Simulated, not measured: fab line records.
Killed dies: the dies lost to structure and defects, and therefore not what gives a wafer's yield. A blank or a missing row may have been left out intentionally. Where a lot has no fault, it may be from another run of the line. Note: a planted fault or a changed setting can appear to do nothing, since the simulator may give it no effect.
fab line records -- flow sky130
record: lots: 14, wafers: 42, last_day: 50
route steps=708 shown LDD_N@251 VIA2@520
lots that met no fault: taken from a fault-free run of the same line
start_h: hours from the record's opening day to when the first of the lot's shown wafers began -- wait_h: how many hours have passed since the lot's step before this one -- " unchanged from the row above -- L1.1+2: several wafers, shown together as one row -- - value missing, or start not given -- * or withheld: withheld -- < > ~ a bound
route shown NAME@n: a module of which the file shows steps, and the number in the route of the first -- usual: the fault-free wafers' mean and standard deviation -- same: alike in all rows -- chamber/n: place in a boat -- sites: per-site readings -- _std_site: the standard deviation of these -- _edge_site: inner sites' mean taken away from outer sites' mean -- radius_mm: how far each site lies from the wafer's centre -- mask NAME#n: copy n -- behind: the last tool/chamber to shape the wafer -- hold: what put the lot on hold/how long, in hours/how the hold closed -- device: names the non-switching transistor (n, p or np) -- end of line: the tests these same wafers got at the end of their route -- a step with no rows: only its recipe -- killed: count of dies lost to structure and defects at first sort (not the wafer's yield) -- map: a wafer's dies, marking killed ones x, the rest . and places with no die _
set.NAME: the setting the step ran with; set.NAME@STEP: the setting that earlier step ran with -- model.NAME: the simulator's own value behind a step, which no gauge read
steps of the route over a sample of lots; a table a step, a row a wafer
services: from which hour (start_h, from the record's first day; less than 0 if before it) a tool's chamber was out of use, for how many hours, and why
== steps ==
step: SKY_LDD_N_IMPLANT_14
recipe: species: BF2, energy_kev: 50, dose_cm2: 5e+12, tilt_deg: 30, rotation_deg: 180
usual: dose_ions_cm2: 5e+12/5.5e+09, faraday_current_uA: 28.1/0.57
lot.wafer,tool,chamber,start_h,wait_h,dose_ions_cm2,faraday_current_uA
L908.2,implanter-03,0,409.83,0.1,5.001e+12,27.7
L908.3,implanter-03,0,409.83,0.1,5.003e+12,27.9
L908.4,implanter-03,0,409.83,0.1,5.005e+12,28.7
L909.2,implanter-02,0,410.53,0.1,4.999e+12,28.1
L909.3,implanter-02,0,410.53,0.1,5.004e+12,28.5
L909.4,implanter-02,0,410.53,0.1,4.998e+12,27.3
L911.1,implanter-01,0,445.45,0.1,4.993e+12,27.1
L911.4,implanter-01,0,445.45,0.1,5.007e+12,28.5
L911.6,implanter-01,0,445.45,0.1,4.991e+12,28.0
L913.1,implanter-02,0,454.47,0.1,4.997e+12,29.1
L913.2,implanter-02,0,454.47,0.1,4.995e+12,27.8
L913.6,implanter-02,0,454.47,0.1,4.996e+12,28.3
L912.1,implanter-03,0,455.95,0.1,5.004e+12,27.7
L912.3,implanter-03,0,455.95,0.1,5.001e+12,27.7
L912.6,implanter-03,0,455.95,0.1,4.994e+12,28.2
L914.3,implanter-01,0,456.30,0.1,5.006e+12,28.3
L914.5,implanter-01,0,456.30,0.1,5.007e+12,28.2
L914.6,implanter-01,0,456.30,0.1,4.993e+12,27.7
L917.1,implanter-03,0,498.70,0.1,5.004e+12,28.0
L917.2,implanter-03,0,498.70,0.1,4.997e+12,27.2
L917.5,implanter-03,0,498.70,0.1,5.008e+12,28.0
L916.1,implanter-02,0,499.00,0.1,5.002e+12,27.8
L916.2,implanter-02,0,499.00,0.1,5.005e+12,29.2
L916.3,implanter-02,0,499.00,0.1,5.004e+12,28.8
L918.1,implanter-03,0,506.65,0.1,4.996e+12,28.3
L918.2,implanter-03,0,506.65,0.1,4.997e+12,28.5
L918.3,implanter-03,0,506.65,0.1,5.002e+12,27.9
L919.1,implanter-02,0,517.15,0.1,4.998e+12,28.4
L919.3,implanter-02,0,517.15,0.1,5.009e+12,28.1
L919.4,implanter-02,0,517.15,0.1,4.994e+12,28.6
L928.3,implanter-01,0,579.47,0.1,3.113e+12,17.0
L928.4,implanter-01,0,579.47,0.1,3.117e+12,18.1
L928.6,implanter-01,0,579.47,0.1,3.1e+12,17.8
L929.1,implanter-01,0,587.07,0.1,3.111e+12,17.0
L929.5,implanter-01,0,587.07,0.1,3.112e+12,18.1
L929.6,implanter-01,0,587.07,0.1,3.103e+12,17.0
L930.2,implanter-03,0,599.98,0.1,5.001e+12,28.2
L930.3,implanter-03,0,599.98,0.1,5.001e+12,26.5
L930.5,implanter-03,0,599.98,0.1,4.999e+12,28.6
L931.1,implanter-03,0,603.57,0.1,4.995e+12,28.9
L931.5,implanter-03,0,603.57,0.1,4.993e+12,28.3
L931.6,implanter-03,0,603.57,0.1,5.005e+12,27.6
step: SKY_VIA2_OVL_MEAS_13
usual: VIA2_OVL: 2/5.5
lot.wafer,tool,chamber,start_h,wait_h,VIA2_OVL[nm]
L908.2,overlay-02,-,857.89,0.1,-1
L908.3,overlay-02,-,857.89,0.1,5
L908.4,overlay-02,-,857.89,0.1,0
L909.2,overlay-01,-,859.54,0.1,-1
L909.3,overlay-01,-,859.54,0.1,-4
L909.4,overlay-01,-,859.54,0.1,-1
L911.1,overlay-02,-,887.56,0.1,-2
L911.4,overlay-02,-,887.56,0.1,-1
L911.6,overlay-02,-,887.56,0.1,5
L913.1,overlay-01,-,896.59,0.1,-5
L913.2,overlay-01,-,896.59,0.1,-3
L913.6,overlay-01,-,896.59,0.1,-6
L912.1,overlay-02,-,897.24,0.1,2
L912.3,overlay-02,-,897.24,0.1,-3
L912.6,overlay-02,-,897.24,0.1,10
L914.3,overlay-01,-,897.75,0.1,2
L914.5,overlay-01,-,897.75,0.1,-7
L914.6,overlay-01,-,897.75,0.1,-4
L917.1,overlay-01,-,929.84,0.1,7
L917.2,overlay-01,-,929.84,0.1,-1
L917.5,overlay-01,-,929.84,0.1,12
L916.1,overlay-02,-,933.99,0.1,15
L916.2,overlay-02,-,933.99,0.1,-2
L916.3,overlay-02,-,933.99,0.1,6
L918.1,overlay-01,-,938.01,0.1,5
L918.2,overlay-01,-,938.01,0.1,13
L918.3,overlay-01,-,938.01,0.1,9
L919.1,overlay-01,-,948.49,0.1,-2
L919.3,overlay-01,-,948.49,0.1,-7
L919.4,overlay-01,-,948.49,0.1,-9
L928.3,overlay-01,-,996.45,0.1,-6
L928.4,overlay-01,-,996.45,0.1,6
L928.6,overlay-01,-,996.45,0.1,0
L929.1,overlay-01,-,1001.64,0.1,-6
L929.5,overlay-01,-,1001.64,0.1,-4
L929.6,overlay-01,-,1001.64,0.1,5
L930.2,overlay-01,-,1010.84,0.1,3
L930.3,overlay-01,-,1010.84,0.1,10
L930.5,overlay-01,-,1010.84,0.1,-3
L931.1,overlay-02,-,1013.79,0.1,4
L931.5,overlay-02,-,1013.79,0.1,5
L931.6,overlay-02,-,1013.79,0.1,10
step: SKY_VIA2_CVD_21
recipe: material: W, target_thk_nm: 420, time_s: 126.4, temp_c: 400, pressure_torr: 40
usual: heater_power_w: 912/64
same: time_s: 126.4
lot.wafer,tool,chamber,start_h,wait_h,heater_power_w
L908.2,cvd_w-01,0,858.69,0.0,965
L908.3,cvd_w-01,1,858.69,0.0,920
L908.4,cvd_w-01,0,858.69,0.0,963
L909.2,cvd_w-01,1,860.37,0.0,919
L909.3,cvd_w-01,0,860.37,0.0,982
L909.4,cvd_w-01,1,860.37,0.0,925
L911.1,cvd_w-02,0,888.35,0.0,835
L911.4,cvd_w-02,0,888.35,0.0,835
L911.6,cvd_w-02,0,888.35,0.0,832
L913.1,cvd_w-01,0,897.38,0.0,936
L913.2,cvd_w-01,1,897.38,0.0,911
L913.6,cvd_w-01,0,897.38,0.0,939
L912.1,cvd_w-01,0,898.03,0.0,967
L912.3,cvd_w-01,1,898.03,0.0,933
L912.6,cvd_w-01,0,898.03,0.0,949
L914.3,cvd_w-02,1,898.58,0.1,1011
L914.5,cvd_w-02,1,898.58,0.1,1037
L914.6,cvd_w-02,0,898.58,0.1,835
L917.1,cvd_w-01,0,930.63,0.0,931
L917.2,cvd_w-01,1,930.63,0.0,833
L917.5,cvd_w-01,0,930.63,0.0,924
L916.1,cvd_w-01,0,934.78,0.0,933
L916.2,cvd_w-01,1,934.78,0.0,854
L916.3,cvd_w-01,0,934.78,0.0,900
L918.1,cvd_w-01,0,938.80,0.0,916
L918.2,cvd_w-01,0,938.80,0.0,908
L918.3,cvd_w-01,0,938.80,0.0,903
L919.1,cvd_w-02,0,949.29,0.0,852
L919.3,cvd_w-02,0,949.29,0.0,853
L919.4,cvd_w-02,1,949.29,0.0,1044
L928.3,cvd_w-02,1,997.28,0.1,1007
L928.4,cvd_w-02,0,997.28,0.1,871
L928.6,cvd_w-02,0,997.28,0.1,845
L929.1,cvd_w-01,0,1002.43,0.0,921
L929.5,cvd_w-01,0,1002.43,0.0,916
L929.6,cvd_w-01,1,1002.43,0.0,855
L930.2,cvd_w-02,0,1011.63,0.0,856
L930.3,cvd_w-02,1,1011.63,0.0,1013
L930.5,cvd_w-02,1,1011.63,0.0,1003
L931.1,cvd_w-01,0,1014.58,0.0,908
L931.5,cvd_w-01,1,1014.58,0.0,868
L931.6,cvd_w-01,0,1014.58,0.0,914
step: SKY_VIA2_RS_MEAS_22
recipe: thk_meas_gauge: four-point-probe, reads: W_of_VIA2_CVD_21+TiN_of_VIA2_SPUTTER_20
usual: VIA2_W_RS: 0.273/0.0038
lot.wafer,tool,chamber,start_h,wait_h,VIA2_W_RS[ohm/sq]
L908.2,film_metro-01,-,858.84,0.1,0.275
L908.3,film_metro-01,-,858.84,0.1,0.272
L908.4,film_metro-01,-,858.84,0.1,0.277
L909.2,film_metro-03,-,860.52,0.1,0.272
L909.3,film_metro-03,-,860.52,0.1,0.275
L909.4,film_metro-03,-,860.52,0.1,0.273
L911.1,film_metro-04,-,888.48,0.1,0.270
L911.4,film_metro-04,-,888.48,0.1,0.270
L911.6,film_metro-04,-,888.48,0.1,0.271
L913.1,film_metro-01,-,897.51,0.1,0.280
L913.2,film_metro-01,-,897.51,0.1,0.274
L913.6,film_metro-01,-,897.51,0.1,0.277
L912.1,film_metro-01,-,898.16,0.1,0.277
L912.3,film_metro-01,-,898.16,0.1,0.277
L912.6,film_metro-01,-,898.16,0.1,0.279
L914.3,film_metro-03,-,898.71,0.1,0.267
L914.5,film_metro-03,-,898.71,0.1,0.272
L914.6,film_metro-03,-,898.71,0.1,0.276
L917.1,film_metro-01,-,930.76,0.1,0.276
L917.2,film_metro-01,-,930.76,0.1,0.273
L917.5,film_metro-01,-,930.76,0.1,0.273
L916.1,film_metro-01,-,934.91,0.1,0.272
L916.2,film_metro-01,-,934.91,0.1,0.273
L916.3,film_metro-01,-,934.91,0.1,0.277
L918.1,film_metro-03,-,939.06,0.2,0.272
L918.2,film_metro-03,-,939.06,0.2,0.277
L918.3,film_metro-03,-,939.06,0.2,0.274
L919.1,film_metro-01,-,949.42,0.1,0.270
L919.3,film_metro-01,-,949.42,0.1,0.270
L919.4,film_metro-01,-,949.42,0.1,0.265
L928.3,film_metro-01,-,997.40,0.1,0.270
L928.4,film_metro-01,-,997.40,0.1,0.275
L928.6,film_metro-01,-,997.40,0.1,0.273
L929.1,film_metro-01,-,1002.56,0.1,0.273
L929.5,film_metro-01,-,1002.56,0.1,0.273
L929.6,film_metro-01,-,1002.56,0.1,0.273
L930.2,film_metro-04,-,1011.78,0.1,0.275
L930.3,film_metro-04,-,1011.78,0.1,0.269
L930.5,film_metro-04,-,1011.78,0.1,0.266
L931.1,film_metro-01,-,1014.71,0.1,0.278
L931.5,film_metro-01,-,1014.71,0.1,0.276
L931.6,film_metro-01,-,1014.71,0.1,0.276
== services ==
tool,chamber,start_h,hours,kind
cvd_w-02,-,390.00,14.0,pm
cvd_w-01,-,442.77,0.8,repair
cvd_w-01,-,456.68,2.3,repair
implanter-02,-,458.96,1.5,repair
implanter-03,-,481.24,1.1,repair
implanter-01,-,531.40,4.6,pm
implanter-02,-,535.30,4.4,pm
cvd_w-02,0,555.65,1.8,repair
implanter-02,-,556.09,2.0,repair
cvd_w-02,-,561.58,2.8,pm
cvd_w-01,1,566.67,5.2,repair
implanter-03,-,566.77,3.4,pm
cvd_w-02,-,628.22,0.2,repair
cvd_w-01,1,677.03,2.5,repair
cvd_w-02,1,830.58,3.5,repair
cvd_w-02,-,884.57,0.4,repair
implanter-03,-,890.63,5.8,repair
implanter-03,-,902.15,3.9,pm
cvd_w-01,-,904.00,14.0,pm
cvd_w-01,1,938.04,33.8,repair
cvd_w-02,-,955.42,1.4,repair
cvd_w-02,-,958.81,1.4,repair
cvd_w-02,0,999.74,7.0,repair
implanter-03,-,1000.56,2.0,repair
== key ==
first_sign: step: SKY_LDD_N_IMPLANT_14, reading: dose_ions_cm2, direction: down, sigmas: 99+, usual: *, struck: *
effect: step: SKY_LDD_N_IMPLANT_14, reading: faraday_current_uA, direction: down, sigmas: 19, usual: 28.1, struck: 17.5
met_at SKY_LDD_N_IMPLANT_14
struck_lots L928,L929
tester_left_out L928,L929
not_acting_at SKY_VIA2_OVL_MEAS_13,SKY_VIA2_CVD_21,SKY_VIA2_RS_MEAS_22
onset_between 456.30 579.47
fault: kind: process_parameter_drift, tool: implanter-01, chamber: -, onset_h: 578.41, steps: SKY_LDD_N_IMPLANT_14, channel: dose_cm2, offset: *, shape: step, end_h: 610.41, acts_in: *, stated: *
tester_left_out: of these lots the tester's yield and bins aren't shown, on N5 and GAA mostly nor the transistor test; their killed dies are dies lost to structure and defects alone, not to doping, threshold or leakage, so they don't give the yield
